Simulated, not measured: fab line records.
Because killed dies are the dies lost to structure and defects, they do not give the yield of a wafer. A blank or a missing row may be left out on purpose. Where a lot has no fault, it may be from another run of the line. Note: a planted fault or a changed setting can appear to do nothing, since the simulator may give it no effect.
Code-filled problem report in 8D (eight disciplines) form -- flow sfq-line -- the parts of the form that need people (team, actions taken, sign-off) are left out

== 1. THE PROBLEM ==
run-length-s at SFQ_TRILAYER_I6_DEP_PECVD_165 reads a mean of 133.6 s on 2 wafers of 2 lots; wafers without a fault read 139.2 s with a standard deviation of 0.51. Relative to the usual mean, that is a shift of -11 standard deviations.
The step: deposits SiO2 from SiH4/N2O, time 111.11 s, target thk 500 nm.
Seen first at day 78 20:59 on pecvd-04, wafer L498.2. At this step, 18 wafers from 6 lots have a number in the record. The rule behind "out" and "out of limits": a value lying over 4 standard deviations away from the usual mean. The other wafers with a number count as sound.

== 2. WHAT THIS IS AND IS NOT ==
question,is,is not
which readings at this step,run-length-s,"heater-power-outer-w, heater-power-w, throttle-valve-pct"
which lots,"L498, L499","L490, L491, L497, L505"
which wafers of those lots,"L498.2, L499.6","L498.1, L498.5, L499.1, L499.4"
read on which tools,pecvd-04,"pecvd-01, pecvd-03"
when,from day 78 20:59,"up to then (11 sound wafers); but 5 sound wafers of L499, L505 came after"

== 3. WHAT RULES OUT EACH SUSPECT ==
Counting: a tool at a process step up to the reading stays a suspect if it ran every lot that is out. Sound lots after the first of them don't rule it out here, since some wafers of a struck lot are sound.
- pecvd-04 at SFQ_TRILAYER_I6_DEP_PECVD_165 (deposits SiO2 from SiH4/N2O, time 111.11 s, target thk 500 nm): kept. Every lot that is out went through it, the first being L498 (day 78 20:59); the last sound lot it ran before that was L491 (day 77 05:48). Its own readings are out on those wafers: run-length-s.
- pecvd-04, SFQ_TRILAYER_I6_DEP_PECVD_165: wafers that are out in chamber 1, sound lot-mates in chambers 0, 2.
After counting, what remains is pecvd-04 at SFQ_TRILAYER_I6_DEP_PECVD_165.

== 4. THE CAUSE (what the simulator had put in) ==
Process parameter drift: pecvd-04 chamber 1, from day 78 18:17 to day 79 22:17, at SFQ_TRILAYER_I6_DEP_PECVD_165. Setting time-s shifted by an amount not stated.
The count eliminated every tool but this one.

== 5. SEQUENCE OF EFFECTS, ordered by route ==
Each row: a reading where the mean over the struck wafers with a number is more than 3 standard deviations away from the usual. Only readings whose record carries a usual standard deviation are examined. hours: median over the lots of the time between each lot's start at the first step of this table that gives one and its start at this step. sigmas: the change, counted in usual standard deviations.
hours,step,reading,usual,on struck wafers,change,sigmas
0,SFQ_TRILAYER_I6_DEP_PECVD_165,run-length-s,139.2 s,133.6,-5.6,-11
Process steps it contains:
- SFQ_TRILAYER_I6_DEP_PECVD_165: deposits SiO2 from SiH4/N2O, time 111.11 s, target thk 500 nm.

== 6. WHAT WOULD HAVE CAUGHT IT SOONER ==
First out-of-limits reading in this record: day 78 20:59, which is 3 hours after fault onset at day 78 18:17.
